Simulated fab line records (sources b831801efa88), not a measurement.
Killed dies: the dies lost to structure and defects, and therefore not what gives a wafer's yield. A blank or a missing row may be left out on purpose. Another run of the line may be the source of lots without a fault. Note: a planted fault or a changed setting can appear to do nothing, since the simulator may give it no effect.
Problem report, 8D (eight disciplines) form, completed by code + flow gf180mcu + the parts of the form that need people (team, actions taken, sign-off) are left out

== 1. WHAT WENT WRONG ==
VT_IMPLANT_2_TW at GF_VT_IMPLANT_TW_MEAS_21 reads a mean of 1073 on 6 wafers of 2 lots; wafers without a fault read 1202 with a standard deviation of 14. Relative to the usual mean, that is a shift of -9.2 standard deviations.
First observed at day 10 04:26: wafer L388.2, on film-metro-01. Wafers with a number at this step in the record: 36, from 12 lots. By rule, "out" or "out of limits" means more than 4 standard deviations away from the usual mean. The rest of the wafers with a number are treated as sound.

== 2. WHAT IT IS, WHAT IT ISN'T ==
| question                    | is                           | is not                                                                    |
|-----------------------------|------------------------------|---------------------------------------------------------------------------|
| which readings at this step | VT_IMPLANT_2_TW              | -                                                                         |
| which lots                  | L388, L390                   | L373, L377, L378, L381, L382, L383, L384, L387, L389, L396                |
| which wafers of those lots  | all that have a number       | -                                                                         |
| read on which gauges        | film-metro-01, film-metro-04 | film-metro-03                                                             |
| when                        | from day 10 04:26            | up to then (24 sound wafers); but 6 sound wafers of L389, L396 came after |

== 3. THE SUSPECTS, EACH WITH WHAT RULES IT OUT ==
Counting: any tool at a process step up to the reading is kept as a suspect provided that every lot that is out went through it and no sound lot did after the first of them.
- the gauge at GF_VT_IMPLANT_TW_MEAS_21: ruled out. Those wafers that are out were read across 2 gauges (film-metro-01, film-metro-04).
- plasma-asher-04 at GF_MVSD_STRIP_10 (strips in O2/N2): kept. It processed each lot that is out, first L388 at day 8 02:18, and no sound lot thereafter; up to then, the last sound lot it processed was L382 at day 6 16:20.
- implanter-02 at GF_VT_IMPLANT_IMPLANT_19: kept. It processed each lot that is out, first L388 at day 10 04:12, and no sound lot thereafter; up to then, the last sound lot it processed was L387 at day 10 00:37. Its own tilt-deg readings are out on those wafers.
Left after counting: plasma-asher-04 at GF_MVSD_STRIP_10, implanter-02 at GF_VT_IMPLANT_IMPLANT_19.

== 4. THE CAUSE (what the simulator had put in) ==
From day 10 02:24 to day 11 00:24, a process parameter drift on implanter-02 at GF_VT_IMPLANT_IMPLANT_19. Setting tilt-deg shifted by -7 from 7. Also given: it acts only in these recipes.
Counting left 2 suspects, and this tool is among them.

== 5. SEQUENCE OF EFFECTS, ordered by route ==
Each row: a reading whose mean over the struck wafers that have a number lies more than 3 standard deviations from the usual. Scope: only readings with a usual standard deviation given in the record; hours: median across lots of the time from each lot's start at the first step in this table that gives one to its start at this step; sigmas: change in usual standard deviations.
| hours | step                     | reading         | usual         | on struck wafers | change | sigmas      |
|-------|--------------------------|-----------------|---------------|------------------|--------|-------------|
| 0     | GF_VT_IMPLANT_IMPLANT_19 | tilt-deg        | 6.998 degrees | 0.017            | -6.981 | -99 or more |
| 0     | GF_VT_IMPLANT_TW_MEAS_21 | VT_IMPLANT_2_TW | 1202          | 1073             | -129   | -9.2        |
The process steps in it:
- GF_VT_IMPLANT_IMPLANT_19
Later measuring or inspecting steps at which every struck wafer that the step has a row for has a number for every such reading, and none has moved that far: GF_VT_IMPLANT_OVL_MEAS_40.

== 6. WHAT WOULD HAVE CAUGHT IT SOONER ==
Counted from the fault's start at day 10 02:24, it took 2 hours until the first out-of-limits reading at a measuring or inspecting step in this record, taken at day 10 04:26.
The tool's own readings at GF_VT_IMPLANT_IMPLANT_19 were out on every struck wafer that the step has a row for (tilt-deg): an alarm limit on them would have fired on the first of those.
Of the lots that are out (2), L390 began GF_VT_IMPLANT_IMPLANT_19 on implanter-02 after day 10 04:26. Had the tool been put on hold then, it would have been spared.
